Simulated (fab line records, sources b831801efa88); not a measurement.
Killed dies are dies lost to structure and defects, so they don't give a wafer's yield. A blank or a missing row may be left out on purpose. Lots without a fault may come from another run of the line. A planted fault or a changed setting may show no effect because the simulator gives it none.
Split-lot experiment | flow gf180mcu | 5 lots, 23 wafers read, on a route of 602 steps

THE SPLIT
At GF_V3_CMP_04 (polishes SiO2), the setting leave_above_ref_nm was moved away from the recipe's 632.5 nm on 8 of the 23 wafers read, by -4.9% to +6.0%. The other wafers ran this setting at the recipe's value.

The reading is taken at the split's own step.

THE READING
SiO2_of_V3_CVD_02.thk_nm (the simulator's own value, which no gauge read), in nm, at GF_V3_CMP_04 (polishes SiO2). The file gives no usual value for it. The 15 wafers here that ran the recipe average 632.1 nm, standard deviation 0.69 nm.

wafer  | tool, chamber at the split | leave_above_ref_nm as run, nm | against the recipe | SiO2_of_V3_CVD_02.thk_nm, nm | against lot-mates on the recipe
L074.3 | cmp-01, 3                  | 632.5                         | recipe             | 631.6                        | -
L074.1 | cmp-01, 0                  | 632.5                         | recipe             | 632.7                        | -
L074.4 | cmp-01, 1                  | 632.5                         | recipe             | 632.8                        | -
L074.2 | cmp-01, 2                  | 632.5                         | recipe             | 631.8                        | -
L074.5 | cmp-01, 3                  | 632.5                         | recipe             | 632.5                        | -
L078.4 | cmp-02, 2                  | 632.5                         | recipe             | 632.4                        | -
L078.3 | cmp-02, 0                  | 632.5                         | recipe             | 632.3                        | -
L078.1 | cmp-02, 1                  | 655.7                         | +3.7%              | 655.4                        | +23.1
L078.5 | cmp-02, 2                  | 655.7                         | +3.7%              | 655.1                        | +22.8
L078.6 | cmp-02, 3                  | 655.7                         | +3.7%              | 654.7                        | +22.4
L082.1 | cmp-01, 1                  | 601.2                         | -4.9%              | 601.1                        | -32.1
L082.4 | cmp-01, 2                  | 632.5                         | recipe             | 633.4                        | -
L082.3 | cmp-01, 3                  | 601.2                         | -4.9%              | 602.6                        | -30.6
L082.5 | cmp-01, 1                  | 632.5                         | recipe             | 633.1                        | -
L082.6 | cmp-01, 2                  | 601.2                         | -4.9%              | 602.1                        | -31.1
L084.1 | cmp-02, 2                  | 670.5                         | +6.0%              | 670.4                        | +39.0
L084.3 | cmp-02, 0                  | 632.5                         | recipe             | 631.3                        | -
L084.4 | cmp-02, 1                  | 632.5                         | recipe             | 631.1                        | -
L084.5 | cmp-02, 2                  | 632.5                         | recipe             | 631.8                        | -
L084.6 | cmp-02, 3                  | 670.5                         | +6.0%              | 669.7                        | +38.3
L085.3 | cmp-01, 2                  | 632.5                         | recipe             | 631.1                        | -
L085.5 | cmp-01, 3                  | 632.5                         | recipe             | 631.8                        | -
L085.6 | cmp-01, 0                  | 632.5                         | recipe             | 632.5                        | -

THE FIT
A straight line over all 23 wafers: SiO2_of_V3_CVD_02.thk_nm changes by +6.21 nm for each +1% of leave_above_ref_nm; r = +1.00; the points scatter about the line by 0.69 nm.
The same after taking each lot's own level away (the mean of its wafers on the recipe; 23 wafers): +6.34 nm for each +1%; r = +1.00; scatter 0.52 nm.
On that fit, the largest move of leave_above_ref_nm shifts the reading by 38 nm.
The lots' own levels span 631.40 to 633.25 nm, that is 2.7 times the standard deviation above.
So the lot-to-lot level changes the slope little: the two slopes agree.
Check: with one of the wafers moved furthest among these (+6.0%) left out of the fit, the line predicts +37.8 nm for it against its lot-mates. It came out at +39 nm against them.

OTHER SPLITS ON THESE WAFERS
These wafers also went through other splits before the reading. Each is held against what the fit with the lots' levels taken away leaves over:
other split on the same wafers       | wafers away from the commonest value | r with SiO2_of_V3_CVD_02.thk_nm (lot level and that fit taken away)
GF_V1_PEB_12 peb_temp_c              | 5                                    | -0.33
GF_V1_SPUTTER_21 power_w             | 8                                    | -0.05
GF_M2_SPUTTER_00 chamber_pressure_pa | 15                                   | -0.31
GF_V2_CMP_04 leave_above_ref_nm      | 10                                   | -0.17
GF_V2_PEB_12 peb_time_s              | 9                                    | +0.22
GF_V2_ETCH_16 ion_energy_ev          | 10                                   | +0.07
GF_M3_SPUTTER_02 time_s              | 4                                    | +0.06
GF_M3_SPUTTER_04 time_s              | 10                                   | -0.32
GF_M3_METAL_ETCH_16 bias_w           | 8                                    | -0.06

THE FILE'S OWN FIT
SiO2_of_V3_CVD_02.thk_nm changes by +6.35 nm for each +1% of leave_above_ref_nm, r = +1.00.
